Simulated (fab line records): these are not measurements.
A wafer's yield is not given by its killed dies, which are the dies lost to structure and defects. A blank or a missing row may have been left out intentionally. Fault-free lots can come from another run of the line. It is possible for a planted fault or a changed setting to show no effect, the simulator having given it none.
What tool caused it? | flow sky130 | Sampling: 10 lots, 30 wafers, 5 of 708 route steps

== WHAT EACH GAUGE READ, for each wafer ==
SKY_LDD_P_CD_MEAS_07: target cd 380 nm.
lot  | measured     | on        | cd nm (nm)
L649 | day 19 15:04 | cd sem-01 | 380.3 378.7 379.9
L652 | day 20 19:11 | cd sem-02 | 380.7 380.4 381.9
L653 | day 20 21:51 | cd sem-02 | 377.5 377.0 378.0
L655 | day 21 16:18 | cd sem-02 | 378.1 377.8 378.8
L658 | day 22 21:14 | cd sem-02 | 382.8 381.3 377.4
L659 | day 23 05:11 | cd sem-01 | 380.6 379.9 380.8
L660 | day 23 15:22 | cd sem-01 | 380.5 380.5 379.9
L662 | day 24 06:43 | cd sem-01 | 380.0 381.3 380.5
L664 | day 25 00:00 | cd sem-02 | 382.6 381.8 380.3
L665 | day 25 12:26 | cd sem-01 | 378.6 375.9 379.1

SKY_LDD_LDN_OVL_MEAS_07.
lot  | measured     | on         | LDD_LDN_OVL (nm)
L649 | day 23 13:05 | overlay-01 | 2.3 1.7 0.9
L652 | day 24 14:26 | overlay-01 | -0.3 0.7 1.9
L653 | day 24 17:59 | overlay-01 | 2.2 1.0 2.6
L655 | day 25 10:52 | overlay-01 | -1.4 -1.7 -0.2
L658 | day 26 14:28 | overlay-01 | 0.3 0.9 -0.3
L659 | day 26 22:38 | overlay-01 | 0.1 -2.8 -1.7
L660 | day 27 08:50 | overlay-01 | 0.0 0.9 -0.4
L662 | day 27 23:08 | overlay-02 | -2.0 -1.1 0.0
L664 | day 28 14:43 | overlay-02 | 1.3 0.4 -0.3
L665 | day 29 03:23 | overlay-01 | -0.8 -0.5 -1.8

SKY_LOCAL_INTERCONNECT_RS_MEAS_01: measurement is done with a four-point probe.
lot  | measured     | on            | LOCAL_INTERCONNECT_TIN_RS (ohm/sq)
L649 | day 29 19:39 | film metro-04 | 14.32 14.46 14.12
L652 | day 30 20:36 | film metro-03 | 13.92 14.22 13.95
L653 | day 30 23:51 | film metro-01 | 14.31 14.09 14.21
L655 | day 31 16:52 | film metro-01 | 14.15 14.11 14.40
L658 | day 32 16:25 | film metro-01 | 14.04 14.07 13.84
L659 | day 33 01:20 | film metro-01 | 14.39 14.32 14.10
L660 | day 33 08:41 | film metro-04 | 14.32 14.19 14.03
L662 | day 33 22:45 | film metro-03 | 13.64 13.59 13.49 13.63 13.60 13.46
L664 | day 34 13:38 | film metro-03 | 14.40 14.34 14.44
L665 | day 35 00:25 | film metro-01 | 13.69 13.47 13.39 13.70 13.49 13.45

SKY_LOCAL_INTERCONNECT_THK_MEAS_02: measures by xrf.
lot  | measured     | on            | LOCAL_INTERCONNECT_TIN_THK (nm)
L649 | day 29 19:45 | film metro-04 | 98.3 97.2 99.4
L652 | day 30 20:43 | film metro-03 | 100.2 98.4 100.4
L653 | day 30 23:58 | film metro-01 | 98.3 99.0 98.8
L655 | day 31 16:59 | film metro-01 | 98.9 99.6 97.3
L658 | day 32 16:32 | film metro-01 | 99.4 99.9 101.6
L659 | day 33 01:26 | film metro-01 | 97.6 98.0 99.4
L660 | day 33 08:49 | film metro-04 | 97.4 98.9 99.5
L662 | day 34 00:40 | film metro-03 | 102.7 102.4 103.4 102.0 102.7 103.8
L664 | day 34 13:44 | film metro-03 | 96.6 97.6 97.0
L665 | day 35 04:17 | film metro-01 | 102.0 103.9 104.5 102.7 104.3 104.6

== TOOL THAT RAN EACH LOT (tool first, then ch and the chambers of the sampled wafers, then the start) ==
lot  | SKY_LOCAL_INTERCONNECT_SPUTTER_00
L649 | pvd sputter-03, day 29 19:33
L652 | pvd sputter-04, day 30 20:32
L653 | pvd sputter-03, day 30 23:46
L655 | pvd sputter-03, day 31 16:48
L658 | pvd sputter-04, day 32 16:22
L659 | pvd sputter-03, day 33 01:15
L660 | pvd sputter-02, day 33 08:37
L662 | pvd sputter-04, day 33 22:38
L664 | pvd sputter-03, day 34 13:33
L665 | pvd sputter-04, day 35 00:17
- SKY_LOCAL_INTERCONNECT_SPUTTER_00: material TiN, target thk 100 nm, time 83.3 s.

== AS READ BY THE TOOLS THEMSELVES (means over the sampled wafers that have a number; for cases with no such wafer, the mark the record gives instead) ==
SKY_LOCAL_INTERCONNECT_SPUTTER_00.
lot  | tool           | cathode dc power W (W) | throttle valve pct (%)
L649 | pvd sputter-03 | 6499.3                 | 30.3
L652 | pvd sputter-04 | 6501.0                 | 29.8
L653 | pvd sputter-03 | 6499.9                 | 30.6
L655 | pvd sputter-03 | 6499.5                 | 30.6
L658 | pvd sputter-04 | 6499.1                 | 30.1
L659 | pvd sputter-03 | 6500.5                 | 30.3
L660 | pvd sputter-02 | 6499.7                 | 29.4
L662 | pvd sputter-04 | 6761.7                 | 30.8
L664 | pvd sputter-03 | 6500.2                 | 29.9
L665 | pvd sputter-04 | 6761.5                 | 30.3

== THE ANSWER, worked out from the rows above alone ==
Rule: usual is defined by the lots themselves. Put in order of their means at a reading, lots are off if they are a third of the lots or fewer, leave a main group of 4 or more, and stand apart from it by a gap of 3 or more times the standard deviation of the main group's means; of several such gaps the widest counts. The tables above print the reading to a certain number of digits; a main group whose means all agree to those digits is not used. Also off: a lot with no number at a reading for which 4 or more lots have one. Where the step has rows for the other lots, those lots are counted as sound. Order of review: gauges by route order, followed by the tools' own readings, for which a lot's mean as printed above is used. At the first step where some lot is off, the reading lying furthest off is the one used; lots without a number count as furthest.
Off: at SKY_LOCAL_INTERCONNECT_RS_MEAS_01 (LOCAL_INTERCONNECT_TIN_RS), L662, L665. For the main group the mean is 14.20 ohm/sq and the standard deviation 0.13.
If a tool, at a process step before that reading, ran all the lots that are off and no sound lot after the first of them, it fits. Not tried: the gauges at SKY_LOCAL_INTERCONNECT_RS_MEAS_01; whatever is off there is also off at SKY_LOCAL_INTERCONNECT_SPUTTER_00, on other tools, and gauge error can't account for it. One fits: pvd sputter-04 at SKY_LOCAL_INTERCONNECT_SPUTTER_00. A fault onset in the window from L658 (day 32 16:22, its last sound lot) to L662 (day 33 22:38, its first lot off) fits.
On the lots that are off, the tool's own readings at SKY_LOCAL_INTERCONNECT_SPUTTER_00 differ by more than 5 times the standard deviation of the sound lots' means, which bears it out; cathode dc power W reads 6761.6 W there versus 6499.9 W on the sound lots.

== WHAT WAS PUT IN BY THE SIMULATOR ==
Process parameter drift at SKY_LOCAL_INTERCONNECT_SPUTTER_00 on pvd sputter-04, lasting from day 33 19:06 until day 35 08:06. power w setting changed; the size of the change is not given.
Shown lots that were struck: L662, L665. The rule above reached the same finding.
